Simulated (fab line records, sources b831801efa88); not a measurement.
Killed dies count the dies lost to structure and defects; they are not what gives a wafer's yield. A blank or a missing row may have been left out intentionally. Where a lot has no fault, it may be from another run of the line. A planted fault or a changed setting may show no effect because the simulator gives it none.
Split-lot trial || flow gf180mcu || on a route of 602 steps: 5 lots, 23 wafers read

== THE SPLIT ==
At GF_PSD_IMPLANT_09, the setting energy_kev was moved away from the recipe's 40 on 6 of the 23 wafers read, by -5.2% to +6.9%. This setting was run at the recipe's value on the other wafers.

== FROM THE SPLIT TO THE READING: what the file shows between them, 4 steps ==
- GF_PSD_STRIP_10: strips in O2/N2
- GF_PSD_TW_MEAS_11
- GF_PSD_CLEAN_12: cleans in SC1/SC2, time 150 s
- GF_PSD_RTA_13: time 20 s

== THE READING ==
PSD_RS, in ohm/sq, at GF_PSD_RS_MEAS_15 (measures by four-point-probe). On this fab line, fault-free wafers typically give 108.42 ohm/sq with a standard deviation of 0.25 ohm/sq.

{"wafer": "L077.2", "tool, chamber at the split": "implanter-01, 0", "energy_kev as run": 40, "against the recipe": "recipe", "PSD_RS, ohm/sq": 108.41, "against lot-mates on the recipe": "-"}
{"wafer": "L077.3", "tool, chamber at the split": "implanter-01, 0", "energy_kev as run": 40, "against the recipe": "recipe", "PSD_RS, ohm/sq": 108.49, "against lot-mates on the recipe": "-"}
{"wafer": "L077.4", "tool, chamber at the split": "implanter-01, 0", "energy_kev as run": 40, "against the recipe": "recipe", "PSD_RS, ohm/sq": 108.46, "against lot-mates on the recipe": "-"}
{"wafer": "L077.5", "tool, chamber at the split": "implanter-01, 0", "energy_kev as run": 40, "against the recipe": "recipe", "PSD_RS, ohm/sq": 108.21, "against lot-mates on the recipe": "-"}
{"wafer": "L077.6", "tool, chamber at the split": "implanter-01, 0", "energy_kev as run": 40, "against the recipe": "recipe", "PSD_RS, ohm/sq": 108.63, "against lot-mates on the recipe": "-"}
{"wafer": "L076.1", "tool, chamber at the split": "implanter-01, 0", "energy_kev as run": 37.93, "against the recipe": "-5.2%", "PSD_RS, ohm/sq": 111.26, "against lot-mates on the recipe": "+2.83"}
{"wafer": "L076.2", "tool, chamber at the split": "implanter-01, 0", "energy_kev as run": 40, "against the recipe": "recipe", "PSD_RS, ohm/sq": 108.34, "against lot-mates on the recipe": "-"}
{"wafer": "L076.3", "tool, chamber at the split": "implanter-01, 0", "energy_kev as run": 37.93, "against the recipe": "-5.2%", "PSD_RS, ohm/sq": 110.97, "against lot-mates on the recipe": "+2.54"}
{"wafer": "L076.5", "tool, chamber at the split": "implanter-01, 0", "energy_kev as run": 37.93, "against the recipe": "-5.2%", "PSD_RS, ohm/sq": 111.13, "against lot-mates on the recipe": "+2.70"}
{"wafer": "L076.6", "tool, chamber at the split": "implanter-01, 0", "energy_kev as run": 40, "against the recipe": "recipe", "PSD_RS, ohm/sq": 108.52, "against lot-mates on the recipe": "-"}
{"wafer": "L081.2", "tool, chamber at the split": "implanter-04, 0", "energy_kev as run": 40, "against the recipe": "recipe", "PSD_RS, ohm/sq": 108.07, "against lot-mates on the recipe": "-"}
{"wafer": "L081.3", "tool, chamber at the split": "implanter-04, 0", "energy_kev as run": 40, "against the recipe": "recipe", "PSD_RS, ohm/sq": 108.31, "against lot-mates on the recipe": "-"}
{"wafer": "L081.4", "tool, chamber at the split": "implanter-04, 0", "energy_kev as run": 40, "against the recipe": "recipe", "PSD_RS, ohm/sq": 108.06, "against lot-mates on the recipe": "-"}
{"wafer": "L080.2", "tool, chamber at the split": "implanter-03, 0", "energy_kev as run": 40, "against the recipe": "recipe", "PSD_RS, ohm/sq": 108.34, "against lot-mates on the recipe": "-"}
{"wafer": "L080.3", "tool, chamber at the split": "implanter-03, 0", "energy_kev as run": 40, "against the recipe": "recipe", "PSD_RS, ohm/sq": 108.06, "against lot-mates on the recipe": "-"}
{"wafer": "L080.4", "tool, chamber at the split": "implanter-03, 0", "energy_kev as run": 40, "against the recipe": "recipe", "PSD_RS, ohm/sq": 108.06, "against lot-mates on the recipe": "-"}
{"wafer": "L080.5", "tool, chamber at the split": "implanter-03, 0", "energy_kev as run": 40, "against the recipe": "recipe", "PSD_RS, ohm/sq": 108.25, "against lot-mates on the recipe": "-"}
{"wafer": "L080.6", "tool, chamber at the split": "implanter-03, 0", "energy_kev as run": 40, "against the recipe": "recipe", "PSD_RS, ohm/sq": 108.39, "against lot-mates on the recipe": "-"}
{"wafer": "L083.2", "tool, chamber at the split": "implanter-03, 0", "energy_kev as run": 42.77, "against the recipe": "+6.9%", "PSD_RS, ohm/sq": 104.85, "against lot-mates on the recipe": -3.46}
{"wafer": "L083.3", "tool, chamber at the split": "implanter-03, 0", "energy_kev as run": 40, "against the recipe": "recipe", "PSD_RS, ohm/sq": 108.35, "against lot-mates on the recipe": "-"}
{"wafer": "L083.4", "tool, chamber at the split": "implanter-03, 0", "energy_kev as run": 42.77, "against the recipe": "+6.9%", "PSD_RS, ohm/sq": 104.67, "against lot-mates on the recipe": -3.64}
{"wafer": "L083.5", "tool, chamber at the split": "implanter-03, 0", "energy_kev as run": 42.77, "against the recipe": "+6.9%", "PSD_RS, ohm/sq": 104.60, "against lot-mates on the recipe": -3.71}
{"wafer": "L083.6", "tool, chamber at the split": "implanter-03, 0", "energy_kev as run": 40, "against the recipe": "recipe", "PSD_RS, ohm/sq": 108.27, "against lot-mates on the recipe": "-"}

THE FIT
A straight line over all 23 wafers: PSD_RS changes by -0.529 ohm/sq for each +1% of energy_kev; r = -1.00; the points scatter about the line by 0.17 ohm/sq.
The same after taking each lot's own level away (the mean of its wafers on the recipe; 23 wafers): -0.52 ohm/sq for each +1%; r = -1.00; scatter 0.12 ohm/sq.
The reading moves by 3.6 ohm/sq for the largest change in energy_kev, on that fit.
From 108.147 to 108.440 ohm/sq: that is the span of the lots' own levels, equal to 1.2 times the standard deviation above.
The two slopes are in agreement: the lot-to-lot level therefore moves the slope only a little.
Check: for one of the wafers moved furthest among these (+6.9%), held out of the fit, the line's prediction against its lot-mates is -3.65 ohm/sq. It came out at -3.46 ohm/sq against them.

== OTHER SPLITS ON THESE WAFERS ==
Other splits were also applied to these wafers ahead of the reading. Each is held against what the fit with the lots' levels taken away leaves over:
{"other split on the same wafers": "GF_HV_LDD_CVD_56 temp_c", "wafers away from the commonest value": 15, "r with PSD_RS (lot level and that fit taken away)": "+0.00"}
{"other split on the same wafers": "GF_HV_LDD_ETCHBACK_58 source_w", "wafers away from the commonest value": 8, "r with PSD_RS (lot level and that fit taken away)": "+0.11"}
{"other split on the same wafers": "GF_PSD_DEVELOP_06 develop_time_s", "wafers away from the commonest value": 9, "r with PSD_RS (lot level and that fit taken away)": "+0.17"}

== THE WHOLE CHAIN: every reading that the file lists as answering this split, in the file's order ==
{"step": "GF_PSD_IMPLANT_09", "what it does": "", "reading": "implant.rp_nm (the simulator's own value, which no gauge read)", "change (the file's fit)": "+0.251 nm for each +1% of the setting", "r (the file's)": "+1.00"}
{"step": "GF_PSD_IMPLANT_09", "what it does": "", "reading": "implant.drp_nm (the simulator's own value, which no gauge read)", "change (the file's fit)": "+0.111 nm for each +1% of the setting", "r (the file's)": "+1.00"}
{"step": "GF_PSD_STRIP_10", "what it does": "strips in O2/N2", "reading": "strip_time_to_endpoint_s", "change (the file's fit)": "withheld for each +1% of the setting", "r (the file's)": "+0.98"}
{"step": "GF_PSD_TW_MEAS_11", "what it does": "", "reading": "PSD_TW", "change (the file's fit)": "+8.81 for each +1% of the setting", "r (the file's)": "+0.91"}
{"step": "GF_PSD_RS_MEAS_15", "what it does": "measures by four-point-probe", "reading": "PSD_RS", "change (the file's fit)": "-0.52 for each +1% of the setting", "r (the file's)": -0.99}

== FILE'S OWN FIT ==
PSD_RS changes by -0.52 ohm/sq for each +1% of energy_kev, r = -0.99.
